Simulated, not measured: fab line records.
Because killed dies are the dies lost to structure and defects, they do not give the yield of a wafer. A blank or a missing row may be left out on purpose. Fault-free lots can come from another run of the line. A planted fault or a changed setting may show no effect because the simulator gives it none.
Comparing a struck lot with a sound one :: flow sky130 :: 21 out of 708 route steps
Sound: these wafers, L463.1, L463.3, L463.4. Struck: wafer L475.1 (left out: L475.3, L475.4 of the same lot, which were not struck); the cause appears at the end.
At each step with rows: each side's tool, then ch and its chambers, then its first start. Under that, the readings that differ: sound wafers :: struck wafers :: difference of the means :: sigmas: that difference in standard deviations of wafers without a fault.
alike: a reading whose means differ by less than 2 such deviations, as well as words and numbers matching on both sides. not compared: withheld readings; readings where some wafer has no value; bounds like >300 that might hide an equal value; numbers whose values overlap and for which the record gives no deviation.
A row with sigmas, a row that says differs or no value, or rows on one side alone: a step with any of these is where the two part. Non-overlapping numbers with no deviation appear without sigmas and do not part them. A reading missing from all wafers of one side parts the sides only when that side holds two or more wafers.

first, 1 step without rows for these wafers: SKY_FIELD_ISO_DEVELOP_12 (develop time 60 s).
SKY_FIELD_ISO_CD_MEAS_13 targets a cd of 150 nm.
  sound: cd-sem-01 at day 2 10:08; struck: cd-sem-02 at day 5 01:29
  alike: cd-nm
SKY_FIELD_ISO_ETCH_14: etches BARC in N2/H2, stops on SiO2, time 45.9 s, target depth 60 nm.
  sound on rie-diel-01 ch 0,1,3, day 2 10:15; struck on rie-diel-03 ch 0, day 5 01:36
  alike: drypump-motor-current-A, oes-product-au, throttle-valve-pct
  not compared: rf-hours-counter-h
SKY_FIELD_ISO_ETCH_15: etches the open film in CHF3/O2, stops on Si, target depth 180 nm, time 72 s.
  sound on rie-diel-01 ch 0,1,3, day 2 10:17; struck on rie-diel-03 ch 0, day 5 01:38
  alike: drypump-motor-current-A, oes-product-au, throttle-valve-pct
  not compared: rf-hours-counter-h
SKY_FIELD_ISO_STRIP_16: strips in O2/N2.
  sound on plasma-asher-02 ch 0,1, day 2 10:21; struck on plasma-asher-01 ch 1, day 5 01:42
reading: oes-product-au (a.u.)
sound: 0.376 0.371 0.375
struck: 0.389
difference: +0.015
sigmas: +3
  alike: drypump-motor-current-A, strip-time-to-endpoint-s
  not compared: rf-hours-counter-h
SKY_FIELD_ISO_ETCH_17: etches Si in HBr/Cl2/O2, target depth 342 nm, time 97.7 s.
  sound on rie-si-02 ch 0,1,2, day 2 10:27; struck on rie-si-02 ch 2, day 5 01:48
  alike: drypump-motor-current-A, oes-product-au, throttle-valve-pct
  not compared: rf-hours-counter-h
then, 5 steps without rows for these wafers: SKY_FIELD_ISO_WET_ETCH_18 (etches Si3N4 in H3PO4, target depth 25 nm, time 286 s); SKY_FIELD_ISO_CLEAN_19 (cleans in SC1/SC2, time 150 s); SKY_FIELD_ISO_CLEAN_20 (cleans in dHF, time 20 s); SKY_FIELD_ISO_WET_ETCH_21 (etches SiO2 in dHF, target depth 20 nm, time 400 s); SKY_FIELD_ISO_OXIDATION_22 (stabilise 600 s, purge 300 s, target thk 10 nm).
SKY_FIELD_ISO_THK_MEAS_23:
  sound: film-metro-03 at day 2 11:59; struck: film-metro-02 at day 5 03:19
  alike: FIELD_ISO_OXIDATION_01_THK
SKY_FIELD_ISO_CVD_24: deposits SiO2, target thk 595 nm, time 99.2 s.
  sound on hdpcvd-01 ch 0,1,2, day 2 12:03; struck on hdpcvd-02 ch 0, day 5 03:23
reading: model.SiO2_of_FIELD_ISO_CVD_24.thk-nm (nm)
sound: 595.9 603.6 608.7
struck: 288.2
difference: -314.5
sigmas: 
SKY_FIELD_ISO_THK_MEAS_25:
  sound: film-metro-04 at day 2 12:07; struck: film-metro-04 at day 5 03:27
reading: FIELD_ISO_CVD_24_THK (nm)
sound: 596 604 608
struck: 288
difference: -315
sigmas: -43
then, 1 step without rows for these wafers: SKY_FIELD_ISO_ANNEAL_26 (time 1800 s).
SKY_FIELD_ISO_CMP_27: polishes, stops on Si3N4, t overpolish 16 s, target thk 457.8 nm.
  sound on cmp-01 ch 0,1,2, day 2 14:12; struck on cmp-01 ch 2, day 5 05:01
reading: time-to-endpoint-s (s)
sound: 110 111 110
struck: 56
difference: -54
sigmas: -12
  alike: motor-current-A
then, 2 steps without rows for these wafers: SKY_FIELD_ISO_WET_ETCH_28 (etches SiO2 in dHF, target depth 23.7 nm, time 47 s); SKY_FIELD_ISO_WET_ETCH_29 (etches Si3N4 in H3PO4, target depth 160 nm, time 1825 s).
SKY_FIELD_ISO_WET_ETCH_30: etches SiO2 in dHF, target depth 25 nm, time 50 s.
  sound on wet-bench-01 ch 3, day 2 15:02; struck on wet-bench-04 ch 2, day 5 05:50
reading: model.SiO2_of_FIELD_ISO_CVD_24.thk-nm (nm)
sound: 404.1 404.9 401.5
struck: 235
difference: -168
sigmas: 
then, 1 step without rows for these wafers: SKY_NWELL_CLEAN_00 (cleans in SC1/SC2, time 150 s).
-- the record jumps here: 44 days lie between the struck wafers' starts before and after (it left off in module NWELL and takes up again in module PAD_OPEN, whose first step shown is number 708 of the route) --
SKY_PAD_OPEN_PROBE_99:
  sound: prober-02 at day 46 06:07; struck: prober-02 at day 49 04:13
reading: killed-at-front-end
sound: 9 11 20
struck: 424
difference: +411
sigmas: +89

reading: killed-dies
sound: 66 76 94
struck: 492
difference: +413
sigmas: +42

reading: killed-on-rim
sound: 14 12 15
struck: 96
difference: +82
sigmas: +22
  alike: killed_at_M0_to_M3, killed_at_M4_up, killed-at-contacts, killed-at-other, killed-open, killed-short

WHERE THEY PART
Last at SKY_PAD_OPEN_PROBE_99 as far as this record goes, first at SKY_FIELD_ISO_STRIP_16.

WHY: whatever the simulator had introduced
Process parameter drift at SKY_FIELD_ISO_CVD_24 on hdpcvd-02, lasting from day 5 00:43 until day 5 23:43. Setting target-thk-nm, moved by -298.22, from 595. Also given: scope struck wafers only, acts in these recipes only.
